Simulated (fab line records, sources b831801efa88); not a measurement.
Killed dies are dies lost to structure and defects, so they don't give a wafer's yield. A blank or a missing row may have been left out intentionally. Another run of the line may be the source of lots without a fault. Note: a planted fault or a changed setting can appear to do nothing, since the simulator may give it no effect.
fab line records	flow gf180mcu
[record] lots = 14	wafers = 42	lastDay = 34
route steps=602 shown HV_LDD@222 NSD@246 PSD@258 SAB@265
lots that met no fault: from a run of the same line without faults
startH: start of the lot's first displayed wafer, in hours after the record's first day	waitH: hours from the lot's prior step to this one	" identical to the entry in the row above	L1.1+2: a row that stands for several wafers	- either no value or no given start	* or withheld: withheld	< > ~ a bound
route shown NAME@n: NAME is a module with steps in the file, n the number in the route of the first one	usual: average and standard deviation across the fault-free wafers	same: alike in all rows	chamber/n: place in a boat	sites: the reading at each site	_std_site: their standard deviation	_edge_site: mean of outer sites minus mean of inner sites	radiusMm: how far each site lies from the wafer's centre	mask NAME#n: copy n	behind: the last tool/chamber to shape the wafer	hold: what put the lot on hold/how long, in hours/how the hold closed	device: whichever transistor did not switch (one of n, p or np)	end of line: at the end of the route, the tests of the same wafers	where a step has no rows: the recipe by itself	killed: count of dies lost to structure and defects at first sort (not the wafer's yield)	map: a wafer's dies, x killed, . not, _ none there
set.NAME: the setting the step ran with; set.NAME@STEP: the setting that earlier step ran with	model.NAME: the simulator's own value behind a step, which no gauge read
route steps across a sampled set of lots; one table per step, one row per wafer
services: the hour from which a tool's chamber was out of use, counted from the record's first day as startH (under 0 if before that day), plus the number of hours and why
[[steps]]
[step GF_HV_LDD_CD_MEAS_46]
[recipe] targetCdNm = 400
[usual] cdNm = 400.1/2.1
lot.wafer	tool	chamber	startH	waitH	cdNm
L330.3	cdSem-02	-	268.47	0.1	401.4
L330.4	"	-	"	"	400.4
L330.6	"	-	"	"	402.3
L331.3	cdSem-01	-	282.15	0.1	398.7
L331.4	"	-	"	"	397.7
L331.5	"	-	"	"	398.2
L333.1	cdSem-01	-	295.56	0.1	401.4
L333.3	"	-	"	"	401.4
L333.6	"	-	"	"	400.7
L334.2	cdSem-01	-	312.13	0.1	398.2
L334.3	"	-	"	"	400.6
L334.4	"	-	"	"	398.2
L335.3	cdSem-01	-	319.00	0.1	400.6
L335.5	"	-	"	"	399.5
L335.6	"	-	"	"	402.1
L337.3	cdSem-02	-	337.05	0.1	399.1
L337.4	"	-	"	"	399.4
L337.6	"	-	"	"	397.5
L338.1	cdSem-02	-	340.11	0.1	401.8
L338.2	"	-	"	"	399.5
L338.3	"	-	"	"	400.6
L339.3	cdSem-01	-	346.30	0.1	399.7
L339.5	"	-	"	"	400.7
L339.6	"	-	"	"	399.8
L348.1	cdSem-01	-	420.10	0.1	402.3
L348.2	"	-	"	"	403.0
L348.5	"	-	"	"	401.0
L349.3	cdSem-02	-	429.17	0.1	406.7
L349.4	"	-	"	"	404.9
L349.6	"	-	"	"	403.2
L350.3	cdSem-02	-	435.37	0.1	400.7
L350.4	"	-	"	"	401.6
L350.5	"	-	"	"	403.3
L351.2	cdSem-01	-	443.13	0.1	399.6
L351.3	"	-	"	"	400.1
L351.4	"	-	"	"	399.5
L352.2	cdSem-02	-	447.12	0.1	399.6
L352.3	"	-	"	"	398.3
L352.4	"	-	"	"	398.5
L353.1	cdSem-02	-	457.90	0.1	398.2
L353.2	"	-	"	"	398.3
L353.6	"	-	"	"	398.7
[step GF_NSD_STRIP_11]
[recipe] chemistry = O2/N2	powerW = 1400	pressureMtorr = 1500	platenTempC = 250	o2FlowSccm = 3000	n2FlowSccm = 300	overashFraction = 0.5
[usual] chamberPressureMTorr = 1499.9/1.4	drypumpMotorCurrentA = 5.4/0.41	heaterPowerW = 323/27	n2FlowSccm = 300.0/0.98	oesProductAu = 0.487/0.0048	stripTimeToEndpointS = 22.95/0.038
lot.wafer	tool	chamber	startH	waitH	chamberPressureMTorr	drypumpMotorCurrentA	heaterPowerW	n2FlowSccm	oesProductAu	rfHoursCounterH	stripTimeToEndpointS
L330.3	plasmaAsher-03	1	290.90	0.1	1498.5	5.9	277	299.3	0.486	-	22.95
L330.4	"	0	"	"	1500.6	5.0	331	299.3	0.495	-	22.92
L330.6	"	1	"	"	1499.5	5.9	276	298.4	0.484	-	22.96
L331.3	plasmaAsher-04	1	307.47	0.1	1499.7	5.4	342	302.0	0.493	-	22.94
L331.4	"	0	"	"	1497.8	5.0	326	298.6	0.484	-	22.91
L331.5	"	1	"	"	1498.9	5.4	348	299.9	0.494	-	22.86
L333.1	plasmaAsher-03	1	319.16	0.1	1500.5	5.9	276	299.7	0.496	66	22.91
L333.3	"	0	"	"	1498.0	5.0	337	298.8	0.488	-	22.93
L333.6	"	1	"	"	1500.6	5.9	279	300.0	0.486	-	22.97
L334.2	plasmaAsher-03	0	336.42	0.1	1500.6	4.9	340	297.9	0.484	67	22.85
L334.3	"	0	"	"	1497.2	4.9	332	298.1	0.481	-	22.91
L334.4	"	1	"	"	1499.3	5.9	278	299.1	0.487	-	22.89
L335.3	plasmaAsher-03	1	344.37	0.1	1502.3	5.9	277	301.8	0.488	-	22.96
L335.5	"	0	"	"	1500.7	4.9	339	299.6	0.491	-	22.90
L335.6	"	1	"	"	1499.3	5.9	282	300.1	0.483	-	22.92
L337.3	plasmaAsher-04	1	362.87	0.1	1499.8	5.4	345	300.5	0.486	-	22.92
L337.4	"	0	"	"	1498.8	4.9	328	299.8	0.490	-	22.90
L337.6	"	0	"	"	1499.4	5.0	324	299.0	0.491	-	22.95
L338.1	plasmaAsher-04	0	365.33	0.1	-	-	-	-	-	-	-
L338.2	"	1	"	"	-	-	-	-	-	-	-
L338.3	"	0	"	"	-	-	-	-	-	-	-
L339.3	plasmaAsher-03	0	373.19	0.1	-	-	-	-	-	-	-
L339.5	"	0	"	"	-	-	-	-	-	-	-
L339.6	"	1	"	"	-	-	-	-	-	-	-
L348.1	plasmaAsher-03	0	448.01	0.1	1499.7	4.9	336	299.7	0.488	79	22.98
L348.2	"	1	"	"	1501.8	5.9	283	299.7	0.488	79	22.93
L348.5	"	1	"	"	1500.4	5.9	275	299.0	0.488	-	22.95
L349.3	plasmaAsher-02	1	456.60	0.1	1498.9	5.9	353	298.8	0.484	-	22.92
L349.4	"	0	"	"	1501.5	5.5	298	301.7	0.486	-	22.94
L349.6	"	1	"	"	1500.6	6.0	352	299.9	0.489	-	22.93
L350.3	plasmaAsher-04	1	463.21	0.1	1499.8	5.4	345	300.8	0.483	-	22.99
L350.4	"	0	"	"	1499.7	4.9	328	299.7	0.483	-	22.98
L350.5	"	0	"	"	1497.7	4.9	326	300.4	0.483	-	22.96
L351.2	plasmaAsher-03	0	471.16	0.1	1500.3	4.9	335	299.6	0.484	82	22.93
L351.3	"	1	"	"	1501.1	5.9	280	299.0	0.490	-	22.93
L351.4	"	0	"	"	1501.8	4.9	347	298.7	0.482	-	22.92
L352.2	plasmaAsher-04	1	474.86	0.1	1500.2	5.4	350	299.5	0.491	69	22.88
L352.3	"	0	"	"	1499.5	4.9	326	300.2	0.486	-	22.91
L352.4	"	1	"	"	1497.6	5.4	347	298.5	0.486	-	22.89
L353.1	plasmaAsher-03	0	484.83	0.1	1499.7	4.9	336	301.6	0.491	83	22.95
L353.2	"	1	"	"	1501.4	5.9	281	299.2	0.486	83	22.94
L353.6	"	1	"	"	1500.4	5.9	281	300.4	0.485	-	22.97
[step GF_PSD_STRIP_10]
[recipe] chemistry = O2/N2	powerW = 1400	pressureMtorr = 1500	platenTempC = 250	o2FlowSccm = 3000	n2FlowSccm = 300	overashFraction = 0.5
[usual] chamberPressureMTorr = 1500.2/1.4	drypumpMotorCurrentA = 5.6/0.42	heaterPowerW = 318/28	n2FlowSccm = 299.9/0.94	oesProductAu = 0.592/0.0043	stripTimeToEndpointS = 16.54/0.031
lot.wafer	tool	chamber	startH	waitH	chamberPressureMTorr	drypumpMotorCurrentA	heaterPowerW	n2FlowSccm	oesProductAu	rfHoursCounterH	stripTimeToEndpointS
L330.3	plasmaAsher-02	1	311.25	0.1	1497.9	6.0	348	299.5	0.595	-	16.54
L330.4	"	0	"	"	1499.5	5.5	311	297.6	0.586	-	16.55
L330.6	"	0	"	"	1501.3	5.5	308	298.9	0.596	-	16.55
L331.3	plasmaAsher-02	1	327.82	0.1	1499.7	5.9	350	299.6	0.591	-	16.52
L331.4	"	0	"	"	1498.3	5.6	308	299.2	0.594	-	16.47
L331.5	"	1	"	"	1498.9	6.0	346	300.0	0.592	-	16.52
L333.1	plasmaAsher-03	1	340.16	0.1	1501.8	5.9	282	298.9	0.591	67	16.51
L333.3	"	0	"	"	1502.5	4.9	341	299.4	0.591	-	16.56
L333.6	"	0	"	"	1502.3	4.9	330	298.3	0.590	-	16.52
L334.2	plasmaAsher-02	0	358.33	0.1	1500.1	5.6	309	300.2	0.587	24	16.49
L334.3	"	1	"	"	1500.0	5.9	344	302.1	0.593	-	16.50
L334.4	"	0	"	"	1501.7	5.6	307	300.0	0.588	-	16.47
L335.3	plasmaAsher-03	1	366.54	0.1	1498.7	5.8	281	300.5	0.593	-	16.57
L335.5	"	1	"	"	1499.3	5.9	276	299.0	0.594	-	16.53
L335.6	"	0	"	"	1497.6	5.0	335	300.1	0.589	-	16.54
L337.3	plasmaAsher-01	1	385.27	0.1	1501.3	6.1	302	299.2	0.593	-	16.52
L337.4	"	0	"	"	1499.5	5.3	349	301.9	0.585	-	16.51
L337.6	"	1	"	"	1501.7	6.1	302	300.4	0.594	-	16.53
L338.1	plasmaAsher-03	0	387.86	0.1	1502.0	4.9	339	298.8	0.656	73	31.50
L338.2	"	1	"	"	1499.6	5.9	281	301.2	0.649	73	31.49
L338.3	"	1	"	"	1501.7	5.9	284	300.8	0.659	-	31.45
L339.3	plasmaAsher-01	1	395.24	0.1	1499.8	6.1	302	298.8	0.650	-	31.51
L339.5	"	0	"	"	1498.9	5.3	352	299.2	0.660	-	31.52
L339.6	"	1	"	"	1498.5	6.1	304	299.9	0.656	-	31.48
L348.1	plasmaAsher-03	1	472.18	0.1	1501.5	5.9	273	299.8	0.591	82	16.52
L348.2	"	0	"	"	1498.2	5.0	328	300.2	0.598	82	16.52
L348.5	"	0	"	"	1501.1	4.9	334	299.0	0.587	-	16.59
L349.3	plasmaAsher-02	0	481.42	0.1	1499.8	5.6	312	299.3	0.588	-	16.50
L349.4	"	1	"	"	1501.2	5.9	346	299.9	0.591	-	16.48
L349.6	"	1	"	"	1501.0	6.0	341	299.4	0.591	-	16.52
L350.3	plasmaAsher-03	0	487.69	0.1	1499.5	5.0	327	300.5	0.590	-	16.51
L350.4	"	1	"	"	1498.7	5.9	285	300.2	0.594	-	16.50
L350.5	"	1	"	"	1501.6	5.9	275	301.1	0.603	-	16.52
L351.2	plasmaAsher-02	1	496.16	0.1	1501.1	6.0	346	300.1	0.592	39	16.50
L351.3	"	1	"	"	1500.6	6.0	347	300.7	0.585	-	16.51
L351.4	"	0	"	"	1502.3	5.5	314	301.0	0.599	-	16.52
L352.2	plasmaAsher-03	0	499.66	0.1	1499.0	5.0	338	299.0	0.592	85	16.61
L352.3	"	0	"	"	1500.3	4.9	329	299.9	0.585	-	16.58
L352.4	"	1	"	"	1499.9	5.9	281	299.7	0.594	-	16.60
L353.1	plasmaAsher-01	1	508.36	0.1	1503.4	6.1	287	300.1	0.589	6	16.49
L353.2	"	0	"	"	1502.1	5.3	347	300.4	0.593	6	16.57
L353.6	"	1	"	"	1501.9	6.1	288	298.9	0.592	-	16.53
[step GF_PSD_TW_MEAS_11]
[usual] PSD_TW = 3173/17
lot.wafer	tool	chamber	startH	waitH	PSD_TW
L330.3	filmMetro-01	-	311.33	0.1	3196
L330.4	"	-	"	"	3198
L330.6	"	-	"	"	3199
L331.3	filmMetro-03	-	327.90	0.1	3178
L331.4	"	-	"	"	3197
L331.5	"	-	"	"	3167
L333.1	filmMetro-03	-	340.26	0.1	3155
L333.3	"	-	"	"	3151
L333.6	"	-	"	"	3164
L334.2	filmMetro-02	-	358.44	0.1	3188
L334.3	"	-	"	"	3170
L334.4	"	-	"	"	3181
L335.3	filmMetro-01	-	366.63	0.1	3217
L335.5	"	-	"	"	3195
L335.6	"	-	"	"	3202
L337.3	filmMetro-03	-	385.35	0.1	3153
L337.4	"	-	"	"	3161
L337.6	"	-	"	"	3149
L338.1	filmMetro-03	-	387.96	0.1	30
L338.2	"	-	"	"	30
L338.3	"	-	"	"	30
L339.3	filmMetro-03	-	395.33	0.1	30
L339.5	"	-	"	"	30
L339.6	"	-	"	"	30
L348.1	filmMetro-02	-	472.28	0.1	3158
L348.2	"	-	"	"	3160
L348.5	"	-	"	"	3166
L349.3	filmMetro-02	-	481.50	0.1	3183
L349.4	"	-	"	"	3180
L349.6	"	-	"	"	3185
L350.3	filmMetro-02	-	487.78	0.1	3198
L350.4	"	-	"	"	3193
L350.5	"	-	"	"	3189
L351.2	filmMetro-01	-	496.27	0.1	3190
L351.3	"	-	"	"	3201
L351.4	"	-	"	"	3187
L352.2	filmMetro-01	-	499.77	0.1	3176
L352.3	"	-	"	"	3183
L352.4	"	-	"	"	3188
L353.1	filmMetro-03	-	508.46	0.1	3185
L353.2	"	-	"	"	3178
L353.6	"	-	"	"	3181
[step GF_SAB_THK_MEAS_01]
[recipe] reads = SiO2_of_SAB_CVD_00
[usual] SAB_CVD_00_THK = 50.0/0.67
lot.wafer	tool	chamber	startH	waitH	SAB_CVD_00_THK[nm]
L330.3	filmMetro-01	-	311.78	0.0	49.6
L330.4	"	-	"	"	50.1
L330.6	"	-	"	"	51.0
L331.3	filmMetro-01	-	328.36	0.0	49.6
L331.4	"	-	"	"	50.1
L331.5	"	-	"	"	49.7
L333.1	filmMetro-02	-	340.72	0.0	50.0
L333.3	"	-	"	"	49.2
L333.6	"	-	"	"	50.7
L334.2	filmMetro-04	-	358.90	0.0	48.6
L334.3	"	-	"	"	49.9
L334.4	"	-	"	"	50.6
L335.3	filmMetro-01	-	367.08	0.0	49.1
L335.5	"	-	"	"	50.2
L335.6	"	-	"	"	49.9
L337.3	filmMetro-02	-	385.81	0.0	49.8
L337.4	"	-	"	"	50.1
L337.6	"	-	"	"	51.1
L338.1	filmMetro-02	-	388.51	0.0	50.1
L338.2	"	-	"	"	49.5
L338.3	"	-	"	"	50.2
L339.3	filmMetro-01	-	395.79	0.0	48.9
L339.5	"	-	"	"	49.6
L339.6	"	-	"	"	50.1
L348.1	filmMetro-01	-	472.82	0.0	48.8
L348.2	"	-	"	"	49.7
L348.5	"	-	"	"	50.5
L349.3	filmMetro-04	-	481.95	0.0	50.4
L349.4	"	-	"	"	51.6
L349.6	"	-	"	"	51.4
L350.3	filmMetro-04	-	488.23	0.0	49.8
L350.4	"	-	"	"	50.5
L350.5	"	-	"	"	50.6
L351.2	filmMetro-02	-	496.72	0.0	49.3
L351.3	"	-	"	"	49.2
L351.4	"	-	"	"	49.4
L352.2	filmMetro-04	-	500.24	0.0	49.6
L352.3	"	-	"	"	50.3
L352.4	"	-	"	"	51.0
L353.1	filmMetro-04	-	508.96	0.0	50.0
L353.2	"	-	"	"	49.8
L353.6	"	-	"	"	50.6
[step GF_SAB_ETCH_11]
[recipe] chemistry = C4F8/O2/Ar	maskMaterial = NOVOLAK	target = SiO2	targetDepthNm = 55	sourceW = 1500	biasW = 1200	pressureMtorr = 40	c4f8FlowSccm = withheld	O2_flow_sccm = 6	Ar_flow_sccm = 300	timeS = 8.5
[usual] oesProductAu = 1.002/0.0088	rfFwdPowerW = 1468/8.1
lot.wafer	tool	chamber	startH	waitH	oesProductAu	rfFwdPowerW	rfHoursCounterH
L330.3	rieDiel-04	2	332.41	0.0	1.000	1474	105
L330.4	"	0	"	"	1.006	1464	0
L330.6	"	3	"	"	0.990	1467	-
L331.3	rieDiel-02	0	349.52	0.0	1.010	1461	88
L331.4	"	3	"	"	0.999	1467	18
L331.5	"	2	"	"	1.002	1475	-
L333.1	rieDiel-04	3	363.21	0.0	1.002	1452	13
L333.3	"	2	"	"	1.003	1469	106
L333.6	"	3	"	"	0.997	1465	-
L334.2	rieDiel-04	1	380.96	0.0	1.005	1461	2
L334.3	"	2	"	"	1.003	1470	106
L334.4	"	1	"	"	1.013	1456	-
L335.3	rieDiel-01	0	389.86	0.0	0.991	1473	3
L335.5	"	1	"	"	0.988	1475	-
L335.6	"	2	"	"	1.008	1473	-
L337.3	rieDiel-01	0	409.03	0.0	0.994	1470	-
L337.4	"	2	"	"	1.004	1486	-
L337.6	"	2	"	"	1.005	1477	-
L338.1	rieDiel-01	2	411.86	0.0	1.016	1472	13
L338.2	"	0	"	"	0.998	1471	3
L338.3	"	3	"	"	0.978	1471	0
L339.3	rieDiel-02	1	419.96	0.0	1.003	1479	92
L339.5	"	3	"	"	0.991	1471	-
L339.6	"	0	"	"	0.985	1454	-
L348.1	rieDiel-04	3	496.86	0.0	1.004	1460	16
L348.2	"	0	"	"	0.999	1460	4
L348.5	"	0	"	"	0.996	1462	-
L349.3	rieDiel-02	0	506.10	0.0	1.005	1462	92
L349.4	"	1	"	"	0.997	1489	94
L349.6	"	2	"	"	0.997	1475	-
L350.3	rieDiel-01	2	512.13	0.0	1.014	1467	16
L350.4	"	0	"	"	0.999	1463	6
L350.5	"	1	"	"	0.994	1478	-
L351.2	rieDiel-02	3	520.16	0.0	1.010	1464	23
L351.3	"	0	"	"	0.999	1457	93
L351.4	"	2	"	"	1.010	1473	-
L352.2	rieDiel-02	2	523.46	0.0	0.998	1475	28
L352.3	"	3	"	"	0.994	1463	23
L352.4	"	3	"	"	1.006	1466	-
L353.1	rieDiel-01	0	532.46	0.0	0.998	1471	7
L353.2	"	2	"	"	1.012	1475	17
L353.6	"	3	"	"	0.984	1473	-
[[services]]
tool	chamber	startH	hours	kind
rieDiel-02	0	281.76	13.0	repair
plasmaAsher-03	-	304.62	1.8	repair
plasmaAsher-02	-	321.26	2.6	repair
plasmaAsher-02	-	322.01	1.4	repair
plasmaAsher-03	-	334.84	0.4	repair
rieDiel-02	-	336.10	4.3	pm
rieDiel-04	-	340.16	2.8	pm
plasmaAsher-04	-	367.09	5.4	repair
rieDiel-04	3	377.68	8.6	repair
rieDiel-04	1	382.63	7.7	repair
rieDiel-02	0	384.43	3.8	repair
rieDiel-01	1	406.14	10.1	repair
plasmaAsher-04	-	406.97	2.8	pm
rieDiel-01	-	415.85	2.8	pm
plasmaAsher-01	-	421.25	9.0	pm
rieDiel-04	2	434.44	2.4	repair
plasmaAsher-04	-	437.62	4.6	repair
rieDiel-01	1	443.51	5.6	repair
rieDiel-04	1	446.93	3.7	repair
rieDiel-01	3	448.27	5.2	repair
rieDiel-04	3	467.00	6.6	repair
rieDiel-04	-	477.45	10.0	pm
plasmaAsher-01	-	480.20	14.6	pm
plasmaAsher-01	-	499.75	2.3	repair
[[key]]
[firstSign] step = GF_NSD_STRIP_11	reading = toolRecord	direction = missing
[effect] step = GF_PSD_STRIP_10	reading = stripTimeToEndpointS	direction = up	sigmas = 99+	usual = *	struck = *
[effect] step = GF_PSD_TW_MEAS_11	reading = PSD_TW	direction = down	sigmas = 99+	usual = 3173	struck = 30
metAt GF_NSD_STRIP_11
struckLots L338,L339
sortLeftOut L338.1,L338.2,L338.3,L339.3,L339.5,L339.6
testerLeftOut L338,L339
notActingAt GF_HV_LDD_CD_MEAS_46,GF_SAB_THK_MEAS_01,GF_SAB_ETCH_11
onsetBetween 362.87 365.33
[fault] kind = skippedStepWhole	tool = plasmaAsher-03,plasmaAsher-04	chamber = -	onsetH = 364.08	steps = GF_NSD_STRIP_11	scope = struckLotsOnly
// testerLeftOut: of these lots the tester's yield and bins aren't shown, on N5 and GAA mostly nor the transistor test; their killed dies are dies lost to structure and defects alone, not to doping, threshold or leakage, so they don't give the yield
// sortLeftOut: the simulated sort isn't trusted on such a fault, so these wafers' sort isn't shown, and their yield isn't known
